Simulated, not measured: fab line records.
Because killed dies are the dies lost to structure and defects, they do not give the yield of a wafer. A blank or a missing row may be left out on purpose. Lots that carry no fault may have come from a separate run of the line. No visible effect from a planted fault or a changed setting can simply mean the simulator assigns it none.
Split-lot trial + flow gf180mcu + route with 602 steps; 5 lots, 23 wafers read

THE SPLIT
At GF_DNWELL_IMPLANT_07, the setting energy kev was moved away from the recipe's 1500 on 9 of the 23 wafers read, by -5.4% to +5.8%. The other wafers ran this setting at the recipe's value.

The reading is taken at the split's own step.

THE READING
In nm, at GF_DNWELL_IMPLANT_07: implant.drp nm, which is the simulator's own figure and was read by no gauge. The file does not state a usual value for it.

| wafer  | tool, chamber at the split | energy kev as run | against the recipe | implant.drp nm, nm | against lot-mates on the recipe |
|--------|----------------------------|-------------------|--------------------|--------------------|---------------------------------|
| L077.1 | implanter-04, 0            | 1419              | -5.4%              | 194.3              | -3.1                            |
| L077.2 | implanter-04, 0            | 1419              | -5.4%              | 194.3              | -3.1                            |
| L077.6 | implanter-04, 0            | 1419              | -5.4%              | 194.3              | -3.1                            |
| L077.4 | implanter-04, 0            | 1500              | recipe             | 197.4              | -                               |
| L077.5 | implanter-04, 0            | 1500              | recipe             | 197.4              | -                               |
| L079.1 | implanter-02, 0            | 1426              | -4.9%              | 194.6              | -2.8                            |
| L079.5 | implanter-02, 0            | 1426              | -4.9%              | 194.6              | -2.8                            |
| L079.2 | implanter-02, 0            | 1500              | recipe             | 197.4              | -                               |
| L079.3 | implanter-02, 0            | 1500              | recipe             | 197.4              | -                               |
| L079.4 | implanter-02, 0            | 1500              | recipe             | 197.4              | -                               |
| L080.2 | implanter-04, 0            | 1587              | +5.8%              | 200.6              | +3.2                            |
| L080.6 | implanter-04, 0            | 1587              | +5.8%              | 200.6              | +3.2                            |
| L080.3 | implanter-04, 0            | 1500              | recipe             | 197.4              | -                               |
| L080.4 | implanter-04, 0            | 1500              | recipe             | 197.4              | -                               |
| L080.5 | implanter-04, 0            | 1500              | recipe             | 197.4              | -                               |
| L081.1 | implanter-03, 0            | 1500              | recipe             | 197.4              | -                               |
| L081.2 | implanter-03, 0            | 1500              | recipe             | 197.4              | -                               |
| L081.4 | implanter-03, 0            | 1500              | recipe             | 197.4              | -                               |
| L081.3 | implanter-03, 0            | 1439              | -4.1%              | 195.1              | -2.3                            |
| L081.5 | implanter-03, 0            | 1439              | -4.1%              | 195.1              | -2.3                            |
| L082.2 | implanter-02, 0            | 1500              | recipe             | 197.4              | -                               |
| L082.5 | implanter-02, 0            | 1500              | recipe             | 197.4              | -                               |
| L082.6 | implanter-02, 0            | 1500              | recipe             | 197.4              | -                               |

FIT RESULTS
A straight line over all 23 wafers: implant.drp nm changes by +0.564 nm for each +1% of energy kev; r = +1.00; the points scatter about the line by 0.026 nm.
The same after taking each lot's own level away (the mean of its wafers on the recipe; 23 wafers): +0.564 nm for each +1%; r = +1.00; scatter 0.026 nm.
The reading moves by 3.3 nm for the largest change in energy kev, on that fit.
The lots' own levels span 197.40 to 197.40 nm.
The two slopes are in agreement: the lot-to-lot level therefore moves the slope only a little.
Check: for one of the wafers moved furthest among these (+5.8%), held out of the fit, the line's prediction against its lot-mates is +3.27 nm. Against them it came out at +3.2 nm.

ADDITIONAL SPLITS CARRIED BY THESE WAFERS
These wafers also went through other splits before the reading. Each is held against what the fit with the lots' levels taken away leaves over:
| other split on the same wafers | wafers away from the commonest value | r with implant.drp nm (lot level and that fit taken away) |
|--------------------------------|--------------------------------------|-----------------------------------------------------------|
| GF_STI_CVD_03 temp c           | 10                                   | -0.01                                                     |
| GF_STI_ETCH_13 source w        | 9                                    | +0.08                                                     |
| GF_STI_WET_ETCH_26 time s      | 18                                   | -0.32                                                     |
| GF_STI_OXIDATION_29 ox time s  | 18                                   | -0.12                                                     |

THE WHOLE CHAIN: every reading that the file lists as answering this split, in the file's order
| step                 | what it does | reading                                                         | change (the file's fit)               | r (the file's) |
|----------------------|--------------|-----------------------------------------------------------------|---------------------------------------|----------------|
| GF_DNWELL_IMPLANT_07 |              | implant.rp nm (the simulator's own value, which no gauge read)  | +11.1 nm for each +1% of the setting  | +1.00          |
| GF_DNWELL_IMPLANT_07 |              | implant.drp nm (the simulator's own value, which no gauge read) | +0.559 nm for each +1% of the setting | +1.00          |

FILE'S OWN FIT
implant.drp nm changes by +0.559 nm for each +1% of energy kev, r = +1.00.
